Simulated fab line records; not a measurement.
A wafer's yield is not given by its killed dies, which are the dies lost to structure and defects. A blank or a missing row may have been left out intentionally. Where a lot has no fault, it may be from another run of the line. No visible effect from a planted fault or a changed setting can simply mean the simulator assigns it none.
Which of the tools did it? | flow sky130 | Sampling: 11 lots, 33 wafers, 7 of 708 route steps

## WHAT THE GAUGES READ, wafer by wafer
SKY_LDD_P_TW_MEAS_11. Usual: LDD_P_TW 639, standard deviation 5.
lot  | measured     | on            | LDD_P_TW    | flag
L306 | day 19 02:16 | film_metro-01 | 639 640 635 |
L307 | day 19 17:26 | film_metro-02 | 631 633 639 |
L313 | day 22 02:32 | film_metro-02 | 636 635 633 |
L314 | day 22 10:41 | film_metro-01 | 645 649 646 |
L315 | day 22 16:32 | film_metro-03 | 637 639 643 |
L317 | day 23 12:46 | film_metro-02 | 633 634 632 |
L320 | day 24 10:05 | film_metro-02 | 633 632 633 |
L326 | day 26 07:58 | film_metro-03 | 639 638 637 |
L327 | day 26 15:34 | film_metro-03 | 641 639 638 |
L328 | day 26 20:47 | film_metro-03 | 643 643 640 |
L329 | day 27 09:08 | film_metro-02 | 638 642 639 |

SKY_LDD_HVN_OVL_MEAS_07. Usual: LDD_HVN_OVL -0.3 nm, standard deviation 1.6.
lot  | measured     | on         | LDD_HVN_OVL (nm) | flag
L306 | day 20 09:22 | overlay-02 | -0.2 0.3 -0.4    |
L307 | day 20 23:47 | overlay-02 | -1.9 -1.7 -2.8   |
L313 | day 23 09:37 | overlay-02 | -2.6 -2.4 -1.8   |
L314 | day 23 22:40 | overlay-01 | -0.2 -1.3 1.1    |
L315 | day 23 23:18 | overlay-02 | -3.5 -1.3 -1.4   |
L317 | day 24 18:39 | overlay-02 | - - -            | OFF
L320 | day 25 15:16 | overlay-02 | -0.9 -1.6 -0.1   |
L326 | day 27 13:22 | overlay-01 | -2.1 -3.8 -2.2   |
L327 | day 27 21:27 | overlay-01 | 1.4 2.2 1.1      |
L328 | day 28 02:08 | overlay-01 | 2.1 2.3 3.1      |
L329 | day 28 13:47 | overlay-02 | 1.1 1.5 0.2      |

SKY_LDD_HVN_TW_MEAS_10. Usual: LDD_HVN_TW 1437, standard deviation 7.
lot  | measured     | on            | LDD_HVN_TW     | flag
L306 | day 20 09:38 | film_metro-04 | 1434 1432 1439 |
L307 | day 21 00:05 | film_metro-04 | 1438 1432 1432 |
L313 | day 23 09:55 | film_metro-02 | 1438 1424 1418 |
L314 | day 23 22:58 | film_metro-04 | 1439 1433 1440 |
L315 | day 23 23:35 | film_metro-04 | 1437 1442 1443 |
L317 | day 24 18:56 | film_metro-04 | 30 30 31       | OFF
L320 | day 25 15:34 | film_metro-04 | 1437 1432 1431 |
L326 | day 27 13:39 | film_metro-04 | 1440 1443 1435 |
L327 | day 27 21:44 | film_metro-02 | 1431 1445 1443 |
L328 | day 28 02:25 | film_metro-02 | 1429 1439 1439 |
L329 | day 28 14:04 | film_metro-02 | 1434 1433 1440 |

SKY_LDD_LDN_TW_MEAS_13. Usual: LDD_LDN_TW 1493, standard deviation 6.7.
lot  | measured     | on            | LDD_LDN_TW     | flag
L306 | day 23 00:48 | film_metro-03 | 1495 1494 1499 |
L307 | day 23 22:19 | film_metro-03 | 1495 1499 1509 |
L313 | day 25 20:25 | film_metro-04 | 1487 1489 1483 |
L314 | day 26 10:04 | film_metro-04 | 1478 1492 1485 |
L315 | day 26 10:44 | film_metro-03 | 1494 1491 1477 |
L317 | day 27 07:06 | film_metro-04 | 1821 1827 1821 | OFF
L320 | day 28 04:14 | film_metro-04 | 1495 1496 1490 |
L326 | day 29 22:41 | film_metro-04 | 1492 1494 1484 |
L327 | day 30 06:00 | film_metro-03 | 1498 1494 1490 |
L328 | day 30 11:22 | film_metro-01 | 1488 1483 1483 |
L329 | day 30 22:22 | film_metro-01 | 1492 1493 1493 |

## TOOL THAT RAN EACH LOT (tool first, then ch and the chambers of the sampled wafers, then the start)
lot  | SKY_GATE_OXIDE_STRIP_13              | SKY_LDD_HVN_EXPOSE_04               | SKY_LDD_HVN_STRIP_09
L306 | plasma_asher-02 ch 0,1, day 13 21:22 | iline_stepper-01 ch 0, day 19 18:04 | plasma_asher-03 ch 0,1, day 20 09:32
L307 | plasma_asher-04 ch 0,1, day 14 09:05 | iline_stepper-01 ch 0, day 20 08:52 | plasma_asher-03 ch 0,1, day 20 23:59
L313 | plasma_asher-04 ch 0,1, day 16 16:24 | iline_stepper-02 ch 0, day 22 17:39 | plasma_asher-02 ch 0,1, day 23 09:48
L314 | plasma_asher-01 ch 1, day 16 22:42   | iline_stepper-01 ch 0, day 23 08:40 | plasma_asher-02 ch 0,1, day 23 22:52
L315 | plasma_asher-04 ch 1, day 17 02:13   | iline_stepper-02 ch 0, day 23 09:04 | plasma_asher-02 ch 0,1, day 23 23:29
L317 | plasma_asher-01 ch 0,1, day 17 23:09 | iline_stepper-02 ch 0, day 24 03:56 | plasma_asher-03 ch 0,1, day 24 18:50
L320 | plasma_asher-01 ch 0,1, day 18 23:33 | iline_stepper-02 ch 0, day 25 01:55 | plasma_asher-02 ch 0,1, day 25 15:28
L326 | plasma_asher-02 ch 0,1, day 21 00:22 | iline_stepper-01 ch 0, day 26 21:38 | plasma_asher-03 ch 0,1, day 27 13:33
L327 | plasma_asher-04 ch 0,1, day 21 06:31 | iline_stepper-02 ch 0, day 27 06:56 | plasma_asher-02 ch 0,1, day 27 21:38
L328 | plasma_asher-01 ch 0,1, day 21 13:20 | iline_stepper-01 ch 0, day 27 12:07 | plasma_asher-01 ch 0,1, day 28 02:20
L329 | plasma_asher-01 ch 0,1, day 22 00:29 | iline_stepper-01 ch 0, day 27 23:37 | plasma_asher-02 ch 0,1, day 28 13:59
- SKY_GATE_OXIDE_STRIP_13: strips in O2/N2.
- SKY_LDD_HVN_EXPOSE_04: exposes mask HVNTM, target cd 700 nm.
- SKY_LDD_HVN_STRIP_09: strips in O2/N2.

## AS READ BY THE TOOLS THEMSELVES (means over the sampled wafers that have a number; for cases with no such wafer, the mark the record gives instead)
SKY_GATE_OXIDE_STRIP_13. Usual: drypump_motor_current_A 5.6 A, standard deviation 0.52; oes_product_au 0.715 a.u., standard deviation 0.0042; strip_time_to_endpoint_s 14.18 s, standard deviation 0.032.
lot  | tool            | drypump_motor_current_A (A) | oes_product_au (a.u.) | strip_time_to_endpoint_s (s) | flag
L306 | plasma_asher-02 | 5.6                         | 0.718                 | 14.18                        |
L307 | plasma_asher-04 | 5.4                         | 0.713                 | 14.14                        |
L313 | plasma_asher-04 | 5.2                         | 0.719                 | 14.17                        |
L314 | plasma_asher-01 | 6.5                         | 0.717                 | 14.21                        |
L315 | plasma_asher-04 | 5.6                         | 0.716                 | 14.15                        |
L317 | plasma_asher-01 | 6.1                         | 0.711                 | 14.20                        |
L320 | plasma_asher-01 | 5.7                         | 0.713                 | 14.20                        |
L326 | plasma_asher-02 | 5.6                         | 0.711                 | 14.22                        |
L327 | plasma_asher-04 | 5.2                         | 0.715                 | 14.21                        |
L328 | plasma_asher-01 | 6.1                         | 0.718                 | 14.15                        |
L329 | plasma_asher-01 | 5.7                         | 0.716                 | 14.13                        |

SKY_LDD_HVN_STRIP_09. Usual: drypump_motor_current_A 5.7 A, standard deviation 0.47; oes_product_au 0.408 a.u., standard deviation 0.0041; strip_time_to_endpoint_s 4.135 s, standard deviation 0.016.
lot  | tool            | drypump_motor_current_A (A) | oes_product_au (a.u.) | strip_time_to_endpoint_s (s) | flag
L306 | plasma_asher-03 | 5.3                         | 0.408                 | 4.146                        |
L307 | plasma_asher-03 | 5.5                         | 0.409                 | 4.148                        |
L313 | plasma_asher-02 | 5.6                         | 0.409                 | 4.161                        |
L314 | plasma_asher-02 | 5.8                         | 0.412                 | 4.136                        |
L315 | plasma_asher-02 | 5.8                         | 0.406                 | 4.141                        |
L317 | plasma_asher-03 | 5.5                         | 0.409                 | 4.131                        |
L320 | plasma_asher-02 | 5.6                         | 0.411                 | 4.143                        |
L326 | plasma_asher-03 | 5.5                         | 0.413                 | 4.152                        |
L327 | plasma_asher-02 | 5.9                         | 0.409                 | 4.135                        |
L328 | plasma_asher-01 | 6.1                         | 0.406                 | 4.149                        |
L329 | plasma_asher-02 | 5.9                         | 0.412                 | 4.114                        |

## THE ANSWER, worked out from the rows above alone
Rule: take the mean of a lot's wafers that have a number; if it is more than 3 standard deviations from the usual mean, the lot is off. Also off: a lot with no number at a reading for which 4 or more lots have one. Any other lot the step has rows for is counted as sound. After the gauges, taken in route order, come the tools' own readings; for these a lot's mean is taken, as printed above. The first step at which some lot is off is used, and at that step the reading that is off furthest; a lot without a number counts as furthest.
Off: L317, seen at SKY_LDD_HVN_OVL_MEAS_07 (LDD_HVN_OVL). Without a number there: L317.
A tool fits if, at a process step before that reading, it ran every lot that is off, and no sound lot after the first of them. The gauges at SKY_LDD_HVN_OVL_MEAS_07 aren't tried: what is off there is off at SKY_LDD_HVN_TW_MEAS_10 too, on other tools, and a gauge's error can't cause that. No candidate that was tried fits.

## WHAT THE SIMULATOR HAD PUT IN
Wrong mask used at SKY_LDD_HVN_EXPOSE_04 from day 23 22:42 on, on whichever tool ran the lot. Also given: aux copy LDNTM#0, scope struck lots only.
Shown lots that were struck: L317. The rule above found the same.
